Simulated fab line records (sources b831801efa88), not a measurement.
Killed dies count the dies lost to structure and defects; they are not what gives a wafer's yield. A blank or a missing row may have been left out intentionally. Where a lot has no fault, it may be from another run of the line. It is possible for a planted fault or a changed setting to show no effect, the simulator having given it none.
The tool behind it: which one? || flow gf180mcu || 24 lots, 72 wafers sampled, at 3 steps of a route of 602

WHAT THE GAUGES SHOWED, per wafer
GF_V3_BOW_MEAS_05.
{"lot": "L074", "measured": "day 21 12:15", "on": "filmMetro-04", "V3_BOW (um)": "124 111 115"}
{"lot": "L075", "measured": "day 22 01:01", "on": "filmMetro-02", "V3_BOW (um)": "123 117 119"}
{"lot": "L076", "measured": "day 22 05:16", "on": "filmMetro-04", "V3_BOW (um)": "118 128 124"}
{"lot": "L077", "measured": "day 22 19:10", "on": "filmMetro-04", "V3_BOW (um)": "115 115 123"}
{"lot": "L078", "measured": "day 23 07:33", "on": "filmMetro-04", "V3_BOW (um)": "125 116 115"}
{"lot": "L079", "measured": "day 23 09:58", "on": "filmMetro-01", "V3_BOW (um)": "127 124 122"}
{"lot": "L080", "measured": "day 24 04:59", "on": "filmMetro-01", "V3_BOW (um)": "103 105 110"}
{"lot": "L081", "measured": "day 24 09:53", "on": "filmMetro-01", "V3_BOW (um)": "127 135 124"}
{"lot": "L082", "measured": "day 24 11:41", "on": "filmMetro-02", "V3_BOW (um)": "104 114 110"}
{"lot": "L084", "measured": "day 25 00:07", "on": "filmMetro-04", "V3_BOW (um)": "119 131 131"}
{"lot": "L083", "measured": "day 25 04:20", "on": "filmMetro-02", "V3_BOW (um)": "118 120 116"}
{"lot": "L085", "measured": "day 25 18:53", "on": "filmMetro-01", "V3_BOW (um)": "97 112 110"}
{"lot": "L086", "measured": "day 25 22:07", "on": "filmMetro-02", "V3_BOW (um)": "131 123 120"}
{"lot": "L087", "measured": "day 26 08:11", "on": "filmMetro-01", "V3_BOW (um)": "111 120 118"}
{"lot": "L088", "measured": "day 26 11:44", "on": "filmMetro-04", "V3_BOW (um)": "111 121 97"}
{"lot": "L089", "measured": "day 26 16:16", "on": "filmMetro-02", "V3_BOW (um)": "128 111 116"}
{"lot": "L090", "measured": "day 26 20:17", "on": "filmMetro-02", "V3_BOW (um)": "103 103 117"}
{"lot": "L091", "measured": "day 27 04:29", "on": "filmMetro-01", "V3_BOW (um)": "104 120 108"}
{"lot": "L092", "measured": "day 27 15:00", "on": "filmMetro-02", "V3_BOW (um)": "116 113 109"}
{"lot": "L093", "measured": "day 28 00:40", "on": "filmMetro-02", "V3_BOW (um)": "113 114 109"}
{"lot": "L094", "measured": "day 28 05:26", "on": "filmMetro-02", "V3_BOW (um)": "103 114 115"}
{"lot": "L095", "measured": "day 28 10:58", "on": "filmMetro-02", "V3_BOW (um)": "115 117 107"}
{"lot": "L096", "measured": "day 29 05:20", "on": "filmMetro-04", "V3_BOW (um)": "108 106 116"}
{"lot": "L097", "measured": "day 29 06:01", "on": "filmMetro-04", "V3_BOW (um)": "112 118 101"}

EACH LOT AND THE TOOL THAT RAN IT (in order: tool; ch and the chambers of the sampled wafers; start)
{"lot": "L074", "GF_V1_SPUTTER_22": "pvdSputter-02, day 18 06:08", "GF_M2_STRIP_17": "plasmaAsher-01 ch 0,1, day 19 07:38"}
{"lot": "L075", "GF_V1_SPUTTER_22": "pvdSputter-02, day 18 18:53", "GF_M2_STRIP_17": "plasmaAsher-02 ch 0,1, day 19 20:41"}
{"lot": "L076", "GF_V1_SPUTTER_22": "pvdSputter-03, day 19 00:01", "GF_M2_STRIP_17": "plasmaAsher-02 ch 0, day 20 01:38"}
{"lot": "L077", "GF_V1_SPUTTER_22": "pvdSputter-03, day 19 13:07", "GF_M2_STRIP_17": "plasmaAsher-02 ch 0,1, day 20 14:32"}
{"lot": "L078", "GF_V1_SPUTTER_22": "pvdSputter-02, day 20 03:44", "GF_M2_STRIP_17": "plasmaAsher-02 ch 0,1, day 21 05:01"}
{"lot": "L079", "GF_V1_SPUTTER_22": "pvdSputter-01, day 20 05:29", "GF_M2_STRIP_17": "plasmaAsher-01 ch 0,1, day 21 05:59"}
{"lot": "L080", "GF_V1_SPUTTER_22": "pvdSputter-03, day 21 01:33", "GF_M2_STRIP_17": "plasmaAsher-04 ch 0,1, day 22 02:56"}
{"lot": "L081", "GF_V1_SPUTTER_22": "pvdSputter-01, day 21 08:06", "GF_M2_STRIP_17": "plasmaAsher-01 ch 0,1, day 22 08:32"}
{"lot": "L082", "GF_V1_SPUTTER_22": "pvdSputter-03, day 21 08:30", "GF_M2_STRIP_17": "plasmaAsher-01 ch 0,1, day 22 08:56"}
{"lot": "L084", "GF_V1_SPUTTER_22": "pvdSputter-01, day 21 23:11", "GF_M2_STRIP_17": "plasmaAsher-02 ch 0,1, day 22 23:33"}
{"lot": "L083", "GF_V1_SPUTTER_22": "pvdSputter-01, day 22 02:43", "GF_M2_STRIP_17": "plasmaAsher-04 ch 0,1, day 23 03:11"}
{"lot": "L085", "GF_V1_SPUTTER_22": "pvdSputter-02, day 22 19:18", "GF_M2_STRIP_17": "plasmaAsher-02 ch 0,1, day 23 18:53"}
{"lot": "L086", "GF_V1_SPUTTER_22": "pvdSputter-01, day 22 22:40", "GF_M2_STRIP_17": "plasmaAsher-01 ch 0,1, day 23 21:43"}
{"lot": "L087", "GF_V1_SPUTTER_22": "pvdSputter-01, day 23 08:19", "GF_M2_STRIP_17": "plasmaAsher-04 ch 0,1, day 24 07:26"}
{"lot": "L088", "GF_V1_SPUTTER_22": "pvdSputter-01, day 23 11:36", "GF_M2_STRIP_17": "plasmaAsher-01 ch 0,1, day 24 10:56"}
{"lot": "L089", "GF_V1_SPUTTER_22": "pvdSputter-03, day 23 18:03", "GF_M2_STRIP_17": "plasmaAsher-04 ch 0,1, day 24 17:14"}
{"lot": "L090", "GF_V1_SPUTTER_22": "pvdSputter-03, day 23 22:30", "GF_M2_STRIP_17": "plasmaAsher-01 ch 0,1, day 24 21:53"}
{"lot": "L091", "GF_V1_SPUTTER_22": "pvdSputter-02, day 24 06:49", "GF_M2_STRIP_17": "plasmaAsher-01 ch 0,1, day 25 06:02"}
{"lot": "L092", "GF_V1_SPUTTER_22": "pvdSputter-01, day 24 18:19", "GF_M2_STRIP_17": "plasmaAsher-02 ch 0, day 25 16:44"}
{"lot": "L093", "GF_V1_SPUTTER_22": "pvdSputter-02, day 25 04:13", "GF_M2_STRIP_17": "plasmaAsher-02 ch 0,1, day 26 02:37"}
{"lot": "L094", "GF_V1_SPUTTER_22": "pvdSputter-01, day 25 09:48", "GF_M2_STRIP_17": "plasmaAsher-04 ch 0,1, day 26 07:56"}
{"lot": "L095", "GF_V1_SPUTTER_22": "pvdSputter-02, day 25 16:07", "GF_M2_STRIP_17": "plasmaAsher-02 ch 0,1, day 26 14:44"}
{"lot": "L096", "GF_V1_SPUTTER_22": "pvdSputter-01, day 26 11:10", "GF_M2_STRIP_17": "plasmaAsher-01 ch 0,1, day 27 09:11"}
{"lot": "L097", "GF_V1_SPUTTER_22": "pvdSputter-01, day 26 12:43", "GF_M2_STRIP_17": "plasmaAsher-01 ch 0,1, day 27 10:41"}
- GF_V1_SPUTTER_22: material TiN, target thk 10 nm, time 40 s.
- GF_M2_STRIP_17: strips in O2/N2.

AS READ BY THE TOOLS THEMSELVES (means over the sampled wafers that have a number; for cases with no such wafer, the mark the record gives instead)
GF_V1_SPUTTER_22.
{"lot": "L074", "tool": "pvdSputter-02", "chamberPressurePa (Pa)": 4.989, "throttleValvePct (%)": 30.6}
{"lot": "L075", "tool": "pvdSputter-02", "chamberPressurePa (Pa)": 5.004, "throttleValvePct (%)": 31.2}
{"lot": "L076", "tool": "pvdSputter-03", "chamberPressurePa (Pa)": 4.992, "throttleValvePct (%)": 29.8}
{"lot": "L077", "tool": "pvdSputter-03", "chamberPressurePa (Pa)": 4.989, "throttleValvePct (%)": 29.9}
{"lot": "L078", "tool": "pvdSputter-02", "chamberPressurePa (Pa)": 5.005, "throttleValvePct (%)": 31.4}
{"lot": "L079", "tool": "pvdSputter-01", "chamberPressurePa (Pa)": 4.995, "throttleValvePct (%)": 30.5}
{"lot": "L080", "tool": "pvdSputter-03", "chamberPressurePa (Pa)": 5.007, "throttleValvePct (%)": 30.3}
{"lot": "L081", "tool": "pvdSputter-01", "chamberPressurePa (Pa)": 4.996, "throttleValvePct (%)": 30.5}
{"lot": "L082", "tool": "pvdSputter-03", "chamberPressurePa (Pa)": 5.002, "throttleValvePct (%)": 30.2}
{"lot": "L084", "tool": "pvdSputter-01", "chamberPressurePa (Pa)": 4.985, "throttleValvePct (%)": 30.3}
{"lot": "L083", "tool": "pvdSputter-01", "chamberPressurePa (Pa)": 4.995, "throttleValvePct (%)": 30.5}
{"lot": "L085", "tool": "pvdSputter-02", "chamberPressurePa (Pa)": 4.994, "throttleValvePct (%)": 30.7}
{"lot": "L086", "tool": "pvdSputter-01", "chamberPressurePa (Pa)": 4.993, "throttleValvePct (%)": 30.4}
{"lot": "L087", "tool": "pvdSputter-01", "chamberPressurePa (Pa)": 4.996, "throttleValvePct (%)": 30.1}
{"lot": "L088", "tool": "pvdSputter-01", "chamberPressurePa (Pa)": 5.002, "throttleValvePct (%)": 30.4}
{"lot": "L089", "tool": "pvdSputter-03", "chamberPressurePa (Pa)": 5.002, "throttleValvePct (%)": 29.8}
{"lot": "L090", "tool": "pvdSputter-03", "chamberPressurePa (Pa)": 4.987, "throttleValvePct (%)": 29.7}
{"lot": "L091", "tool": "pvdSputter-02", "chamberPressurePa (Pa)": 4.999, "throttleValvePct (%)": 30.5}
{"lot": "L092", "tool": "pvdSputter-01", "chamberPressurePa (Pa)": 4.995, "throttleValvePct (%)": 30.5}
{"lot": "L093", "tool": "pvdSputter-02", "chamberPressurePa (Pa)": 4.996, "throttleValvePct (%)": 30.6}
{"lot": "L094", "tool": "pvdSputter-01", "chamberPressurePa (Pa)": 5.004, "throttleValvePct (%)": 30.7}
{"lot": "L095", "tool": "pvdSputter-02", "chamberPressurePa (Pa)": 4.977, "throttleValvePct (%)": 30.5}
{"lot": "L096", "tool": "pvdSputter-01", "chamberPressurePa (Pa)": 4.994, "throttleValvePct (%)": 30.4}
{"lot": "L097", "tool": "pvdSputter-01", "chamberPressurePa (Pa)": 5.005, "throttleValvePct (%)": 30.4}

GF_M2_STRIP_17.
{"lot": "L074", "tool": "plasmaAsher-01", "drypumpMotorCurrentA (A)": 5.5, "heaterPowerW (W)": 312, "oesProductAu (a.u.)": 0.554, "stripTimeToEndpointS (s)": 7.85}
{"lot": "L075", "tool": "plasmaAsher-02", "drypumpMotorCurrentA (A)": 5.8, "heaterPowerW (W)": 320, "oesProductAu (a.u.)": 0.557, "stripTimeToEndpointS (s)": 7.91}
{"lot": "L076", "tool": "plasmaAsher-02", "drypumpMotorCurrentA (A)": 6.3, "heaterPowerW (W)": 357, "oesProductAu (a.u.)": 0.557, "stripTimeToEndpointS (s)": 7.86}
{"lot": "L077", "tool": "plasmaAsher-02", "drypumpMotorCurrentA (A)": 5.2, "heaterPowerW (W)": 297, "oesProductAu (a.u.)": 0.559, "stripTimeToEndpointS (s)": 7.85}
{"lot": "L078", "tool": "plasmaAsher-02", "drypumpMotorCurrentA (A)": 5.3, "heaterPowerW (W)": 296, "oesProductAu (a.u.)": 0.563, "stripTimeToEndpointS (s)": 7.87}
{"lot": "L079", "tool": "plasmaAsher-01", "drypumpMotorCurrentA (A)": 5.6, "heaterPowerW (W)": 331, "oesProductAu (a.u.)": 0.557, "stripTimeToEndpointS (s)": 7.87}
{"lot": "L080", "tool": "plasmaAsher-04", "drypumpMotorCurrentA (A)": 5.9, "heaterPowerW (W)": 322, "oesProductAu (a.u.)": 0.555, "stripTimeToEndpointS (s)": 7.86}
{"lot": "L081", "tool": "plasmaAsher-01", "drypumpMotorCurrentA (A)": 5.5, "heaterPowerW (W)": 313, "oesProductAu (a.u.)": 0.556, "stripTimeToEndpointS (s)": 7.88}
{"lot": "L082", "tool": "plasmaAsher-01", "drypumpMotorCurrentA (A)": 5.6, "heaterPowerW (W)": 331, "oesProductAu (a.u.)": 0.562, "stripTimeToEndpointS (s)": 7.86}
{"lot": "L084", "tool": "plasmaAsher-02", "drypumpMotorCurrentA (A)": 5.3, "heaterPowerW (W)": 297, "oesProductAu (a.u.)": 0.553, "stripTimeToEndpointS (s)": 7.81}
{"lot": "L083", "tool": "plasmaAsher-04", "drypumpMotorCurrentA (A)": 5.9, "heaterPowerW (W)": 317, "oesProductAu (a.u.)": 0.558, "stripTimeToEndpointS (s)": 7.92}
{"lot": "L085", "tool": "plasmaAsher-02", "drypumpMotorCurrentA (A)": 5.3, "heaterPowerW (W)": 302, "oesProductAu (a.u.)": 0.557, "stripTimeToEndpointS (s)": 7.88}
{"lot": "L086", "tool": "plasmaAsher-01", "drypumpMotorCurrentA (A)": 5.6, "heaterPowerW (W)": 330, "oesProductAu (a.u.)": 0.559, "stripTimeToEndpointS (s)": 7.91}
{"lot": "L087", "tool": "plasmaAsher-04", "drypumpMotorCurrentA (A)": 5.9, "heaterPowerW (W)": 315, "oesProductAu (a.u.)": 0.562, "stripTimeToEndpointS (s)": 7.88}
{"lot": "L088", "tool": "plasmaAsher-01", "drypumpMotorCurrentA (A)": 5.6, "heaterPowerW (W)": 330, "oesProductAu (a.u.)": 0.560, "stripTimeToEndpointS (s)": 7.86}
{"lot": "L089", "tool": "plasmaAsher-04", "drypumpMotorCurrentA (A)": 6.0, "heaterPowerW (W)": 343, "oesProductAu (a.u.)": 0.557, "stripTimeToEndpointS (s)": 7.83}
{"lot": "L090", "tool": "plasmaAsher-01", "drypumpMotorCurrentA (A)": 5.5, "heaterPowerW (W)": 311, "oesProductAu (a.u.)": 0.559, "stripTimeToEndpointS (s)": 7.83}
{"lot": "L091", "tool": "plasmaAsher-01", "drypumpMotorCurrentA (A)": 5.6, "heaterPowerW (W)": 329, "oesProductAu (a.u.)": 0.556, "stripTimeToEndpointS (s)": 7.90}
{"lot": "L092", "tool": "plasmaAsher-02", "drypumpMotorCurrentA (A)": 6.4, "heaterPowerW (W)": 350, "oesProductAu (a.u.)": 0.555, "stripTimeToEndpointS (s)": 7.81}
{"lot": "L093", "tool": "plasmaAsher-02", "drypumpMotorCurrentA (A)": 5.3, "heaterPowerW (W)": 298, "oesProductAu (a.u.)": 0.560, "stripTimeToEndpointS (s)": 7.91}
{"lot": "L094", "tool": "plasmaAsher-04", "drypumpMotorCurrentA (A)": 5.9, "heaterPowerW (W)": 317, "oesProductAu (a.u.)": 0.560, "stripTimeToEndpointS (s)": 7.86}
{"lot": "L095", "tool": "plasmaAsher-02", "drypumpMotorCurrentA (A)": 5.8, "heaterPowerW (W)": 326, "oesProductAu (a.u.)": 0.554, "stripTimeToEndpointS (s)": 7.87}
{"lot": "L096", "tool": "plasmaAsher-01", "drypumpMotorCurrentA (A)": 5.6, "heaterPowerW (W)": 330, "oesProductAu (a.u.)": 0.557, "stripTimeToEndpointS (s)": 7.85}
{"lot": "L097", "tool": "plasmaAsher-01", "drypumpMotorCurrentA (A)": 5.5, "heaterPowerW (W)": 312, "oesProductAu (a.u.)": 0.558, "stripTimeToEndpointS (s)": 7.87}

THE ANSWER, worked out from the rows above alone
Rule: the usual values come from the lots themselves. Put in order of their means at a reading, lots are off if they are a third of the lots or fewer, leave a main group of 4 or more, and stand apart from it by a gap of 3 or more times the standard deviation of the main group's means; of several such gaps the widest counts. If all means in a main group match to the digits the tables above print for the reading, that group is not used. A lot without any number at a reading at which 4 lots or more have one is off too. The other lots that the step has rows for count as sound. After the gauges, taken in route order, come the tools' own readings; for these a lot's mean is taken, as printed above. The first step at which some lot is off is used, and at that step the reading that is off furthest; a lot without a number counts as furthest.
No lot is off on any of the readings shown, so nothing can be concluded from this.

WHAT WAS PUT IN BY THE SIMULATOR
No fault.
